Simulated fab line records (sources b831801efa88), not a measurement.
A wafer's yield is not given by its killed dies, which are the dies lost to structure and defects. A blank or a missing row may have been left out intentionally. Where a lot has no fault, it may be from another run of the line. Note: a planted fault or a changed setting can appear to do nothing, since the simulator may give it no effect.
Commonality check across tools    flow gf180mcu    12 lots and 36 wafers in the sample

== REASON FOR OPENING ==
2 of 12 lots carry a flag on the reading NWELL_RS at GF_VT_IMPLANT_RS_MEAS_47. Wafers without a fault read 488.2 ohm/sq, standard deviation 1.3.
Rule: a lot is flagged in two cases, either no wafer of it has a number, or all its wafers with numbers fall more than 4 standard deviations from that mean. The other lots count as sound.

lot   measured      on             NWELL_RS (ohm/sq), wafer by wafer  flag
L219  day 7 16:29   film_metro-02  487.2 488.6 488.0                  
L220  day 7 23:05   film_metro-03  487.7 489.5 489.2                  
L221  day 8 07:56   film_metro-03  488.9 487.7 488.7                  
L222  day 8 11:46   film_metro-01  488.4 489.1 489.3                  
L226  day 10 00:47  film_metro-01  488.1 489.0 489.9                  
L227  day 10 01:05  film_metro-02  486.5 486.1 486.2                  
L229  day 10 17:40  film_metro-01  487.2 487.9 486.0                  
L230  day 10 18:28  film_metro-02  489.4 488.1 488.2                  
L231  day 10 23:29  film_metro-03  487.8 488.5 489.0                  
L237  day 12 14:35  film_metro-01  468.1 468.1 468.5                  FLAGGED
L238  day 13 04:47  film_metro-02  466.2 465.8 466.6                  FLAGGED
L242  day 14 03:46  film_metro-02  487.4 487.1 486.6                  
On average the flagged lots' numbers are 467.2 ohm/sq, which is -21.0 ohm/sq against the usual, or -16 standard deviations.

== LOT BY LOT: THE TOOL USED ==
Before the reading, the record contains 4 process steps out of a 602-step route. Every cell lists first the tool, next ch and the chambers used by the sampled wafers, and last the start.
lot   flag     GF_STI_STRIP_15                      GF_NWELL_IMPLANT_09             GF_VT_IMPLANT_STRIP_20                GF_VT_IMPLANT_STRIP_31
L219           plasma_asher-04 ch 0,1, day 2 01:59  implanter-02 ch 0, day 3 07:20  plasma_asher-02 ch 0, day 6 07:52     plasma_asher-02 ch 0,1, day 6 23:49
L220           plasma_asher-01 ch 0,1, day 2 07:54  implanter-01 ch 0, day 3 13:31  plasma_asher-03 ch 0,1, day 6 14:56   plasma_asher-02 ch 0,1, day 7 06:05
L221           plasma_asher-04 ch 1, day 2 12:21    implanter-02 ch 0, day 3 20:40  plasma_asher-02 ch 0,1, day 6 23:16   plasma_asher-04 ch 0,1, day 7 15:16
L222           plasma_asher-01 ch 0,1, day 2 17:19  implanter-01 ch 0, day 4 00:52  plasma_asher-02 ch 0,1, day 7 02:53   plasma_asher-04 ch 0,1, day 7 18:17
L226           plasma_asher-03 ch 0,1, day 3 14:47  implanter-02 ch 0, day 5 01:28  plasma_asher-03 ch 0,1, day 8 08:11   plasma_asher-02 ch 0,1, day 9 01:10
L227           plasma_asher-04 ch 0,1, day 3 19:15  implanter-04 ch 0, day 5 06:16  plasma_asher-02 ch 0,1, day 8 13:11   plasma_asher-03 ch 0,1, day 9 06:11
L229           plasma_asher-04 ch 0, day 4 06:33    implanter-02 ch 0, day 5 16:47  plasma_asher-04 ch 0, day 9 02:38     plasma_asher-04 ch 1, day 9 23:25
L230           plasma_asher-03 ch 0,1, day 4 11:35  implanter-01 ch 0, day 5 21:44  plasma_asher-04 ch 0,1, day 9 06:32   plasma_asher-02 ch 0,1, day 9 23:53
L231           plasma_asher-03 ch 0,1, day 4 16:11  implanter-02 ch 0, day 6 02:58  plasma_asher-03 ch 0,1, day 9 13:11   plasma_asher-02 ch 0,1, day 10 05:25
L237  FLAGGED  plasma_asher-04 ch 0,1, day 5 23:53  implanter-02 ch 0, day 7 11:34  plasma_asher-03 ch 0,1, day 10 23:55  plasma_asher-03 ch 0,1, day 11 19:08
L238  FLAGGED  plasma_asher-01 ch 1, day 6 03:42    implanter-02 ch 0, day 7 15:26  plasma_asher-02 ch 1, day 11 13:25    plasma_asher-03 ch 0,1, day 12 08:16
L242           plasma_asher-01 ch 0,1, day 7 01:00  implanter-01 ch 0, day 8 15:02  plasma_asher-03 ch 0,1, day 12 10:56  plasma_asher-02 ch 0,1, day 13 06:43
What the steps here do:
- GF_STI_STRIP_15: strips in O2/N2.
- GF_NWELL_IMPLANT_09
- GF_VT_IMPLANT_STRIP_20: strips in O2/N2.
- GF_VT_IMPLANT_STRIP_31: strips in O2/N2.
- GF_VT_IMPLANT_RS_MEAS_47: measures by four-point-probe.

== FLAGGED OVER TOTAL, TOOL BY TOOL (the gauges that took the reading come last) ==
step                      tool             lots run  flagged  share of the flagged lots  sound lots run after its first flagged lot
GF_STI_STRIP_15           plasma_asher-01  4         1        some                       1 (L242)
GF_STI_STRIP_15           plasma_asher-03  3         0        none                       -
GF_STI_STRIP_15           plasma_asher-04  5         1        some                       0
GF_NWELL_IMPLANT_09       implanter-01     4         0        none                       -
GF_NWELL_IMPLANT_09       implanter-02     7         2        all                        0
GF_NWELL_IMPLANT_09       implanter-04     1         0        none                       -
GF_VT_IMPLANT_STRIP_20    plasma_asher-02  5         1        some                       0
GF_VT_IMPLANT_STRIP_20    plasma_asher-03  5         1        some                       1 (L242)
GF_VT_IMPLANT_STRIP_20    plasma_asher-04  2         0        none                       -
GF_VT_IMPLANT_STRIP_31    plasma_asher-02  6         0        none                       -
GF_VT_IMPLANT_STRIP_31    plasma_asher-03  3         2        all                        0
GF_VT_IMPLANT_STRIP_31    plasma_asher-04  3         0        none                       -
GF_VT_IMPLANT_RS_MEAS_47  film_metro-01    4         1        some                       0
GF_VT_IMPLANT_RS_MEAS_47  film_metro-02    5         1        some                       1 (L242)
GF_VT_IMPLANT_RS_MEAS_47  film_metro-03    3         0        none                       -

== WHAT IS ALLOWED BY THE TABLE ==
Table rows that saw every flagged lot: 2, namely implanter-02 at GF_NWELL_IMPLANT_09 and plasma_asher-03 at GF_VT_IMPLANT_STRIP_31.
- implanter-02 at GF_NWELL_IMPLANT_09 ran 7 lots, 2 of them flagged. Last sound lot L231 at day 6 02:58, first flagged lot L237 at day 7 11:34; a fault beginning in between fits. Its own readings (dose_ions_cm2, faraday_current_uA) fall more than 4 standard deviations out on all wafers of the flagged lots.
- plasma_asher-03 at GF_VT_IMPLANT_STRIP_31 ran 3 lots, 2 of them flagged. Last sound lot L227 at day 9 06:11, first flagged lot L237 at day 11 19:08; a fault beginning in between fits.
These 2 tools cannot be told apart by counting lots, since each of them fits a fault that started at some hour. More lots, or a look at what each step does to the wafer, might.

== WHAT THE SIMULATOR PUT IN ==
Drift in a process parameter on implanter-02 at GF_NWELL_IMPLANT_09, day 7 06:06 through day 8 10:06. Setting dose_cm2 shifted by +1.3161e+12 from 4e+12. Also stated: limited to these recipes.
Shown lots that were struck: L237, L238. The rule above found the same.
